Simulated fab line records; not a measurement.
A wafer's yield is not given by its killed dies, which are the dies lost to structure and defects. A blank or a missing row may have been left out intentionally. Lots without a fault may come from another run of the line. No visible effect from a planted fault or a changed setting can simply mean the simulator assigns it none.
The tool behind it: which one? + flow gf180mcu + Sampling: 12 lots, 35 wafers, 5 of 602 route steps

## WHAT EACH GAUGE READ, for each wafer
The record lacks any reading of a measuring or inspecting step that a usual standard deviation could be used to judge.

## TOOL THAT RAN EACH LOT (tool first, then ch and the chambers of the sampled wafers, then the start)
| lot  | GF_STI_ETCH_14                  | GF_STI_STRIP_15                     | GF_M1_SPUTTER_03             | GF_V1_ETCH_16                      | GF_V1_ETCH_17                  |
|------|---------------------------------|-------------------------------------|------------------------------|------------------------------------|--------------------------------|
| L299 | rie_si-02 ch 0,1,3, day 2 17:39 | plasma_asher-04 ch 0,1, day 2 17:43 | pvd_sputter-02, day 17 13:17 | rie_diel-02 ch 0,1,3, day 19 11:53 | rie_diel-02 ch 0,1,3, no start |
| L300 | rie_si-01 ch 1,2, day 2 21:34   | plasma_asher-04 ch 0,1, day 2 21:38 | pvd_sputter-02, day 18 10:25 | rie_diel-01 ch 0,1, day 20 11:04   | rie_diel-01 ch 0,1, no start   |
| L301 | rie_si-01 ch 0,1, day 3 03:07   | plasma_asher-01 ch 0,1, day 3 03:11 | pvd_sputter-02, day 18 09:12 | rie_diel-02 ch 0,1, day 20 09:46   | rie_diel-02 ch 0,1, no start   |
| L302 | rie_si-01 ch 1,2,3, day 3 08:23 | plasma_asher-04 ch 0,1, day 3 08:28 | pvd_sputter-01, day 19 17:13 | rie_diel-01 ch 1,3, day 21 19:55   | rie_diel-01 ch 1,3, no start   |
| L303 | rie_si-01 ch 1,2, day 3 13:34   | plasma_asher-04 ch 0,1, day 3 13:38 | pvd_sputter-01, day 19 00:57 | rie_diel-02 ch 1,2,3, day 21 03:07 | rie_diel-02 ch 1,2,3, no start |
| L307 | rie_si-01 ch 0,1,2, day 4 13:14 | plasma_asher-04 ch 0,1, day 4 13:19 | pvd_sputter-02, day 21 01:26 | rie_diel-01 ch 1,2,3, day 23 02:41 | rie_diel-01 ch 1,2,3, no start |
| L308 | rie_si-01 ch 1,3, day 4 21:07   | plasma_asher-01 ch 0,1, day 4 21:13 | pvd_sputter-04, day 21 06:11 | rie_diel-04 ch 0,3, day 23 06:37   | rie_diel-04 ch 0,3, no start   |
| L310 | rie_si-01 ch 2,3, day 5 04:04   | plasma_asher-04 ch 0,1, day 5 04:08 | pvd_sputter-04, day 21 23:31 | rie_diel-04 ch 0,1,2, day 24 00:22 | rie_diel-04 ch 0,1,2, no start |
| L313 | rie_si-02 ch 0,2, day 5 17:26   | plasma_asher-04 ch 0,1, day 5 17:31 | pvd_sputter-02, day 22 10:17 | rie_diel-04 ch 0,3, day 24 09:49   | rie_diel-04 ch 0,3, no start   |
| L314 | rie_si-02 ch 2,3, day 5 21:52   | plasma_asher-01 ch 0,1, day 5 21:56 | pvd_sputter-04, day 22 21:36 | rie_diel-02 ch 0,1,3, day 24 20:34 | rie_diel-02 ch 0,1,3, no start |
| L316 | rie_si-02 ch 1,3, day 6 08:50   | plasma_asher-01 ch 1, day 6 08:55   | pvd_sputter-02, day 23 06:29 | rie_diel-01 ch 0,1, day 25 03:43   | rie_diel-01 ch 0,1, no start   |
| L318 | rie_si-02 ch 0,1,2, day 6 19:01 | plasma_asher-04 ch 0,1, day 6 19:05 | pvd_sputter-04, day 23 23:44 | rie_diel-04 ch 2,3, day 25 21:26   | rie_diel-04 ch 2,3, no start   |
- GF_STI_ETCH_14: etches Si in HBr/Cl2/O2, target depth 360 nm, time 102.9 s.
- GF_STI_STRIP_15: strips in O2/N2.
- GF_M1_SPUTTER_03: material Ti, target thk 10 nm, time 6.7 s.
- GF_V1_ETCH_16: etches BARC in N2/H2.
- GF_V1_ETCH_17: etches SiO2 in C4F8/O2/Ar, stops on TiN, target depth 630 nm.

## WHAT THE TOOLS THEMSELVES READ (means of the sampled wafers that have a number; where no wafer has one, the mark that the record gives instead)
GF_STI_ETCH_14.
| lot  | tool      | drypump_motor_current_A (A) | oes_product_au (a.u.) | run_length_s (s) | throttle_valve_pct (%) |
|------|-----------|-----------------------------|-----------------------|------------------|------------------------|
| L299 | rie_si-02 | 5.55                        | 1.014                 | 131.4            | 25.645                 |
| L300 | rie_si-01 | 5.60                        | 0.996                 | 131.1            | 25.664                 |
| L301 | rie_si-01 | 5.68                        | 0.992                 | 130.8            | 25.657                 |
| L302 | rie_si-01 | 5.47                        | 1.007                 | 130.8            | 25.653                 |
| L303 | rie_si-01 | 5.67                        | 0.986                 | 130.9            | 25.667                 |
| L307 | rie_si-01 | 5.63                        | 0.995                 | 123.3            | 25.654                 |
| L308 | rie_si-01 | 5.44                        | 1.012                 | 118.8            | 25.652                 |
| L310 | rie_si-01 | 5.41                        | 1.009                 | 127.5            | 25.652                 |
| L313 | rie_si-02 | 5.35                        | 1.006                 | 131.0            | 25.650                 |
| L314 | rie_si-02 | 5.77                        | 1.010                 | 131.6            | 25.645                 |
| L316 | rie_si-02 | 5.65                        | 1.012                 | 131.2            | 25.633                 |
| L318 | rie_si-02 | 5.45                        | 1.014                 | 131.2            | 25.645                 |

GF_STI_STRIP_15.
| lot  | tool            | drypump_motor_current_A (A) | heater_power_w (W) | oes_product_au (a.u.) | strip_time_to_endpoint_s (s) |
|------|-----------------|-----------------------------|--------------------|-----------------------|------------------------------|
| L299 | plasma_asher-04 | 5.6                         | 303                | 0.383                 | 3.69                         |
| L300 | plasma_asher-04 | 5.1                         | 299                | 0.383                 | 3.78                         |
| L301 | plasma_asher-01 | 5.1                         | 310                | 0.387                 | 3.79                         |
| L302 | plasma_asher-04 | 5.6                         | 305                | 0.386                 | 3.72                         |
| L303 | plasma_asher-04 | 5.6                         | 306                | 0.381                 | 3.67                         |
| L307 | plasma_asher-04 | 5.6                         | 307                | 0.385                 | 3.79                         |
| L308 | plasma_asher-01 | 5.2                         | 300                | 0.393                 | 3.88                         |
| L310 | plasma_asher-04 | 5.2                         | 307                | 0.378                 | 3.74                         |
| L313 | plasma_asher-04 | 5.2                         | 299                | 0.389                 | 3.83                         |
| L314 | plasma_asher-01 | 5.4                         | 288                | 0.385                 | 3.70                         |
| L316 | plasma_asher-01 | 5.7                         | 263                | 0.385                 | 3.68                         |
| L318 | plasma_asher-04 | 5.6                         | 307                | 0.385                 | 3.71                         |

GF_M1_SPUTTER_03.
| lot  | tool           | throttle_valve_pct (%) |
|------|----------------|------------------------|
| L299 | pvd_sputter-02 | 31.1                   |
| L300 | pvd_sputter-02 | 31.0                   |
| L301 | pvd_sputter-02 | 31.2                   |
| L302 | pvd_sputter-01 | 28.0                   |
| L303 | pvd_sputter-01 | 28.9                   |
| L307 | pvd_sputter-02 | 31.1                   |
| L308 | pvd_sputter-04 | 30.3                   |
| L310 | pvd_sputter-04 | 31.2                   |
| L313 | pvd_sputter-02 | 31.4                   |
| L314 | pvd_sputter-04 | 29.0                   |
| L316 | pvd_sputter-02 | 30.5                   |
| L318 | pvd_sputter-04 | 30.2                   |

GF_V1_ETCH_16.
| lot  | tool        | drypump_motor_current_A (A) | oes_product_au (a.u.) | throttle_valve_pct (%) |
|------|-------------|-----------------------------|-----------------------|------------------------|
| L299 | rie_diel-02 | 5.7                         | 0.855                 | 13.217                 |
| L300 | rie_diel-01 | 5.8                         | 0.854                 | 13.225                 |
| L301 | rie_diel-02 | 5.8                         | 0.859                 | 13.226                 |
| L302 | rie_diel-01 | 5.8                         | 0.858                 | 13.226                 |
| L303 | rie_diel-02 | 5.9                         | 0.856                 | 13.230                 |
| L307 | rie_diel-01 | 5.7                         | 0.856                 | 13.225                 |
| L308 | rie_diel-04 | 5.8                         | 0.857                 | 13.216                 |
| L310 | rie_diel-04 | 5.2                         | 0.856                 | 13.233                 |
| L313 | rie_diel-04 | 5.9                         | 0.853                 | 13.222                 |
| L314 | rie_diel-02 | 5.6                         | 0.854                 | 13.227                 |
| L316 | rie_diel-01 | 5.8                         | 0.851                 | 13.224                 |
| L318 | rie_diel-04 | 5.6                         | 0.855                 | 13.226                 |

GF_V1_ETCH_17.
| lot  | tool        | oes_product_au (a.u.) |
|------|-------------|-----------------------|
| L299 | rie_diel-02 | 0.856                 |
| L300 | rie_diel-01 | 0.853                 |
| L301 | rie_diel-02 | 0.860                 |
| L302 | rie_diel-01 | 0.860                 |
| L303 | rie_diel-02 | 0.857                 |
| L307 | rie_diel-01 | 0.860                 |
| L308 | rie_diel-04 | 0.855                 |
| L310 | rie_diel-04 | 0.857                 |
| L313 | rie_diel-04 | 0.856                 |
| L314 | rie_diel-02 | 0.856                 |
| L316 | rie_diel-01 | 0.856                 |
| L318 | rie_diel-04 | 0.856                 |

## THE ANSWER, worked out from the rows above alone
Rule: the lots themselves supply what counts as usual. Put in order of their means at a reading, lots are off if they are a third of the lots or fewer, leave a main group of 4 or more, and stand apart from it by a gap of 3 or more times the standard deviation of the main group's means; of several such gaps the widest counts. Not used: any main group whose means are identical at the precision the tables above print for the reading. Also off: a lot with no number at a reading for which 4 or more lots have one. All remaining lots with rows at the step are treated as sound. The gauges are gone through in route order, then the tools' own readings, and for those a lot's mean is taken as printed above. At the first step where some lot is off, the reading lying furthest off is the one used; lots without a number count as furthest.
Off: L307, L308, L310, at GF_STI_ETCH_14 (run_length_s). Mean 131.1 s and standard deviation 0.26 in the main group.
A tool fits if, at that step or a process step before it, it ran every lot that is off, and no sound lot after the first of them. One fits: rie_si-01 at GF_STI_ETCH_14. Its last sound lot is L303 (day 3 13:34), its first lot that is off L307 (day 4 13:14): a fault that began between those two fits.
On the lots that are off, the tool's own readings at GF_STI_ETCH_14 differ by more than 5 times the standard deviation of the sound lots' means, which bears it out; run_length_s reads 123.2 s there versus 131.1 s on the sound lots.

## WHAT THE SIMULATOR HAD INSERTED
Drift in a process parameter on rie_si-01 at GF_STI_ETCH_14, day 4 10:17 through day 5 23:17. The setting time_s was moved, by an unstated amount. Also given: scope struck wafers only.
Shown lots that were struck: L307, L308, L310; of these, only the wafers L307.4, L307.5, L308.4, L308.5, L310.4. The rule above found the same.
